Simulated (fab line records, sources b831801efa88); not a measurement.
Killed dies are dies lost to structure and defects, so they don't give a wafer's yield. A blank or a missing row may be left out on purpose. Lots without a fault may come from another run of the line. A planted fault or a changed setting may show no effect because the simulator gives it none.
fab line records | flow gf180mcu
record lots=14 wafers=42 last_day=34
route steps=602 shown LVPWELL@62 M2@364 M3@411
lots that met no fault: from a run of the same line without faults
start_h: hours from the record's first day to the start of the lot's first wafer shown | wait_h: hours since the lot's step before | " the same as in the row above | L1.1+2: a row that stands for several wafers | - no value, or no start given | * or withheld: withheld | < > ~ a bound
route shown NAME@n: a module of which the file shows steps, and the number in the route of the first | usual: mean/standard deviation of fault-free wafers | same: alike in all rows | chamber/n: place in a boat | sites: the reading at each site | _std_site: their standard deviation | _edge_site: outer sites' mean less inner sites' | radius_mm: how far each site lies from the wafer's centre | mask NAME#n: copy n | behind: the tool/chamber that last shaped the wafer | hold: why the lot was held/for how many hours/how that ended | device: the transistor (n, p or np) that didn't switch | end of line: the same wafers' tests at the end of the route | a step without rows: its recipe alone | killed: dies lost to structure and defects at the first sort, not the wafer's yield | map: a wafer's dies, x killed, . not, _ none there
set.NAME: the setting as run; set.NAME@STEP: as run at that earlier step | model.NAME: the simulator's own value behind a step, which no gauge read
steps of the route over a sample of lots; a table a step, a row a wafer
services: from which hour (start_h, from the record's first day; less than 0 if before it) a tool's chamber was out of use, for how many hours, and why
## steps
# step GF_LVPWELL_IMPLANT_08
# recipe species=B energy_kev=170 dose_cm2=1.5e+13 tilt_deg=0
# usual beam_energy_keV=169.99/0.05
# columns lot.wafer tool chamber start_h wait_h beam_energy_keV
L612.2 implanter-02 0 79.73 0.0 170.01
L612.3 " 0 " " 170.02
L612.6 " 0 " " 170.08
L614.1 implanter-04 0 90.59 0.0 170.02
L614.2 " 0 " " 170.02
L614.5 " 0 " " 170.11
L616.2 implanter-03 0 102.13 0.0 169.98
L616.4 " 0 " " 169.93
L616.5 " 0 " " 170.01
L617.1 implanter-03 0 110.73 0.0 169.99
L617.2 " 0 " " 170.00
L617.6 " 0 " " 169.95
L619.3 implanter-03 0 120.89 0.1 169.97
L619.4 " 0 " " 170.01
L619.6 " 0 " " 169.97
L620.2 implanter-02 0 126.40 0.0 170.11
L620.4 " 0 " " 170.04
L620.6 " 0 " " 170.04
L621.1 implanter-02 0 130.36 0.0 170.02
L621.3 " 0 " " 169.94
L621.6 " 0 " " 170.11
L622.1 implanter-04 0 136.04 0.0 170.02
L622.4 " 0 " " 169.97
L622.5 " 0 " " 169.92
L623.2 implanter-02 0 143.71 0.0 170.04
L623.4 " 0 " " 169.99
L623.6 " 0 " " 169.95
L625.1 implanter-03 0 154.68 0.0 170.02
L625.2 " 0 " " 169.95
L625.5 " 0 " " 170.00
L626.3 implanter-02 0 159.13 0.1 169.97
L626.5 " 0 " " 169.95
L626.6 " 0 " " 170.01
L628.1 implanter-03 0 174.93 0.0 170.03
L628.3 " 0 " " 170.00
L628.5 " 0 " " 170.04
L632.1 implanter-04 0 191.06 0.0 145.66
L632.3 " 0 " " 145.67
L632.5 " 0 " " 145.74
L633.1 implanter-04 0 199.93 0.0 145.63
L633.3 " 0 " " 145.65
L633.4 " 0 " " 145.62
# step GF_VT_IMPLANT_RS_MEAS_48
# recipe thk_meas_gauge=four-point-probe
# usual LVPWELL_RS=1198.0/3
# columns lot.wafer tool chamber start_h wait_h LVPWELL_RS[ohm/sq]
L612.2 film_metro-04 - 171.95 0.1 1201.9
L612.3 " - " " 1198.7
L612.6 " - " " 1199.3
L614.1 film_metro-01 - 183.03 0.1 1203.3
L614.2 " - " " 1202.6
L614.5 " - " " 1195.6
L616.2 film_metro-02 - 197.21 0.1 1194.9
L616.4 " - " " 1196.1
L616.5 " - " " 1192.8
L617.1 film_metro-02 - 206.98 0.1 1203.2
L617.2 " - " " 1204.5
L617.6 " - " " 1201.4
L619.3 film_metro-04 - 219.47 0.1 1199.1
L619.4 " - " " 1200.3
L619.6 " - " " 1200.5
L620.2 film_metro-04 - 225.76 0.1 1192.9
L620.4 " - " " 1194.3
L620.6 " - " " 1196.5
L621.1 film_metro-01 - 230.68 0.1 1202.2
L621.3 " - " " 1200.6
L621.6 " - " " 1198.1
L622.1 film_metro-02 - 238.68 0.1 1194.9
L622.4 " - " " 1200.0
L622.5 " - " " 1197.8
L623.2 film_metro-04 - 247.40 0.1 1198.0
L623.4 " - " " 1193.8
L623.6 " - " " 1196.2
L625.1 film_metro-02 - 259.94 0.1 1193.3
L625.2 " - " " 1196.5
L625.5 " - " " 1196.7
L626.3 film_metro-01 - 266.03 0.1 1197.9
L626.5 " - " " 1196.4
L626.6 " - " " 1197.9
L628.1 film_metro-01 - 284.63 0.1 1195.2
L628.3 " - " " 1194.4
L628.5 " - " " 1197.0
L632.1 film_metro-04 - 303.63 0.1 1237.6
L632.3 " - " " 1239.3
L632.5 " - " " 1236.6
L633.1 film_metro-02 - 316.37 0.1 1232.1
L633.3 " - " " 1234.5
L633.4 " - " " 1232.7
# step GF_M2_SPUTTER_02
# recipe material=AlCu target_thk_nm=450 power_w=10600 time_s=23.9 chamber_pressure_pa=0.4
# usual throttle_valve_pct=30.5/1
# columns lot.wafer tool chamber start_h wait_h throttle_valve_pct
L612.2 pvd_sputter-03 - 432.47 0.0 29.3
L612.3 " - " " 30.3
L612.6 " - " " 28.6
L614.1 pvd_sputter-03 - 449.07 0.0 29.2
L614.2 " - " " 30.2
L614.5 " - " " 28.9
L616.2 pvd_sputter-02 - 469.57 0.0 29.7
L616.4 " - " " 30.7
L616.5 " - " " 29.8
L617.1 pvd_sputter-02 - 477.16 0.0 29.8
L617.2 " - " " 30.5
L617.6 " - " " 32.5
L619.3 pvd_sputter-02 - 493.81 0.0 29.8
L619.4 " - " " 30.0
L619.6 " - " " 32.7
L620.2 pvd_sputter-02 - 506.20 0.0 30.5
L620.4 " - " " 32.5
L620.6 " - " " 29.7
L621.1 pvd_sputter-01 - 510.97 0.0 30.5
L621.3 " - " " 30.3
L621.6 " - " " 30.7
L622.1 pvd_sputter-01 - 516.61 0.0 29.6
L622.4 " - " " 31.0
L622.5 " - " " 29.6
L623.2 pvd_sputter-02 - 534.58 0.0 30.0
L623.4 " - " " 32.7
L623.6 " - " " 29.7
L625.1 pvd_sputter-02 - 547.42 0.0 29.5
L625.2 " - " " 32.3
L625.5 " - " " 32.3
L626.3 pvd_sputter-01 - 551.09 0.0 30.5
L626.5 " - " " 30.9
L626.6 " - " " 29.8
L628.1 pvd_sputter-01 - 576.56 0.0 31.0
L628.3 " - " " 30.5
L628.5 " - " " 31.0
L633.1 pvd_sputter-01 - 607.77 0.0 29.7
L633.3 " - " " 30.7
L633.4 " - " " 31.1
L632.1 pvd_sputter-01 - 609.49 0.0 29.5
L632.3 " - " " 31.1
L632.5 " - " " 30.4
# step GF_M2_THK_MEAS_06
# recipe thk_meas_gauge=xrf reads=AlCu_of_M2_SPUTTER_02
# usual M2_ALCU_THK=443/5.5
# columns lot.wafer tool chamber start_h wait_h M2_ALCU_THK[nm]
L612.2 film_metro-04 - 432.69 0.1 436
L612.3 " - " " 430
L612.6 " - " " 437
L614.1 film_metro-04 - 449.28 0.1 442
L614.2 " - " " 436
L614.5 " - " " 437
L616.2 film_metro-03 - 469.79 0.1 441
L616.4 " - " " 436
L616.5 " - " " 441
L617.1 film_metro-03 - 477.37 0.1 440
L617.2 " - " " 434
L617.6 " - " " 439
L619.3 film_metro-04 - 494.04 0.1 439
L619.4 " - " " 444
L619.6 " - " " 446
L620.2 film_metro-04 - 506.42 0.1 440
L620.4 " - " " 446
L620.6 " - " " 444
L621.1 film_metro-04 - 511.18 0.1 434
L621.3 " - " " 439
L621.6 " - " " 441
L622.1 film_metro-03 - 516.82 0.1 440
L622.4 " - " " 440
L622.5 " - " " 439
L623.2 film_metro-03 - 534.81 0.1 449
L623.4 " - " " 447
L623.6 " - " " 447
L625.1 film_metro-01 - 547.63 0.1 452
L625.2 " - " " 449
L625.5 " - " " 454
L626.3 film_metro-04 - 551.32 0.1 440
L626.5 " - " " 441
L626.6 " - " " 437
L628.1 film_metro-03 - 576.77 0.1 437
L628.3 " - " " 440
L628.5 " - " " 440
L633.1 film_metro-03 - 607.98 0.1 440
L633.3 " - " " 445
L633.4 " - " " 448
L632.1 film_metro-04 - 609.70 0.1 436
L632.3 " - " " 438
L632.5 " - " " 441
# step GF_M3_SPUTTER_02
# recipe material=AlCu target_thk_nm=450 power_w=10600 time_s=23.9 chamber_pressure_pa=0.4
# usual throttle_valve_pct=30.3/1.1
# columns lot.wafer tool chamber start_h wait_h throttle_valve_pct
L612.2 pvd_sputter-02 - 483.91 0.0 30.2
L612.3 " - " " 29.7
L612.6 " - " " 32.5
L614.1 pvd_sputter-04 - 499.58 0.0 29.7
L614.2 " - " " 30.9
L614.5 " - " " 29.4
L616.2 pvd_sputter-02 - 523.93 0.0 30.0
L616.4 " - " " 32.1
L616.5 " - " " 29.9
L617.1 pvd_sputter-04 - 527.33 0.0 29.7
L617.2 " - " " 28.7
L617.6 " - " " 31.2
L619.3 pvd_sputter-02 - 542.49 0.0 32.5
L619.4 " - " " 30.4
L619.6 " - " " 32.6
L620.2 pvd_sputter-02 - 554.45 0.0 32.3
L620.4 " - " " 29.6
L620.6 " - " " 32.6
L621.1 pvd_sputter-02 - 559.63 0.0 29.6
L621.3 " - " " 30.1
L621.6 " - " " 30.0
L622.1 pvd_sputter-02 - 564.60 0.0 30.5
L622.4 " - " " 32.5
L622.5 " - " " 32.6
L623.2 pvd_sputter-02 - 582.68 0.0 29.9
L623.4 " - " " 30.6
L623.6 " - " " 29.7
L625.1 pvd_sputter-04 - 593.42 0.0 31.0
L625.2 " - " " 28.6
L625.5 " - " " 29.9
L626.3 pvd_sputter-03 - 596.84 0.0 30.9
L626.5 " - " " 29.1
L626.6 " - " " 29.2
L628.1 pvd_sputter-02 - 621.87 0.0 29.8
L628.3 " - " " 30.3
L628.5 " - " " 32.3
L633.1 pvd_sputter-02 - 651.58 0.0 30.4
L633.3 " - " " 32.6
L633.4 " - " " 29.8
L632.1 pvd_sputter-04 - 653.50 0.0 29.6
L632.3 " - " " 28.3
L632.5 " - " " 29.4
## services
# columns tool chamber start_h hours kind
pvd_sputter-02 - 64.76 5.0 repair
pvd_sputter-04 - 69.13 2.9 repair
pvd_sputter-02 - 72.90 3.9 repair
pvd_sputter-02 - 77.41 9.3 repair
implanter-04 - 83.72 4.5 pm
pvd_sputter-04 - 84.69 9.0 repair
pvd_sputter-04 - 92.49 2.5 repair
implanter-04 - 95.75 2.7 repair
implanter-02 - 147.35 4.0 pm
pvd_sputter-01 - 147.91 1.2 repair
implanter-03 - 207.21 2.0 pm
implanter-02 - 215.12 1.7 repair
implanter-03 - 332.23 4.8 repair
pvd_sputter-02 - 354.71 1.0 repair
pvd_sputter-02 - 358.11 2.9 repair
implanter-02 - 360.42 3.8 repair
implanter-03 - 400.99 3.4 repair
implanter-03 - 416.39 7.5 repair
implanter-02 - 434.04 1.5 repair
implanter-03 - 530.13 4.3 pm
pvd_sputter-01 - 530.86 3.7 repair
pvd_sputter-02 - 592.74 2.0 repair
implanter-02 - 601.63 3.3 repair
implanter-02 - 636.35 4.4 pm
## key
first_sign step=GF_LVPWELL_IMPLANT_08 reading=beam_energy_keV direction=down sigmas=99+ usual=169.99 struck=145.66
effect step=GF_VT_IMPLANT_RS_MEAS_48 reading=LVPWELL_RS direction=up sigmas=13 usual=1198.0 struck=1235.5
met_at GF_LVPWELL_IMPLANT_08
struck_lots L632,L633
tester_left_out L632,L633
not_acting_at GF_M2_SPUTTER_02,GF_M2_THK_MEAS_06,GF_M3_SPUTTER_02
onset_between 136.04 191.06
fault kind=process_parameter_drift tool=implanter-04 chamber=- onset_h=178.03 steps=GF_LVPWELL_IMPLANT_08 channel=energy_kev offset=-24.297 shape=step end_h=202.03 acts_in=these_recipes_only stated=170
# tester_left_out: of these lots the tester's yield and bins aren't shown, on N5 and GAA mostly nor the transistor test; their killed dies are dies lost to structure and defects alone, not to doping, threshold or leakage, so they don't give the yield
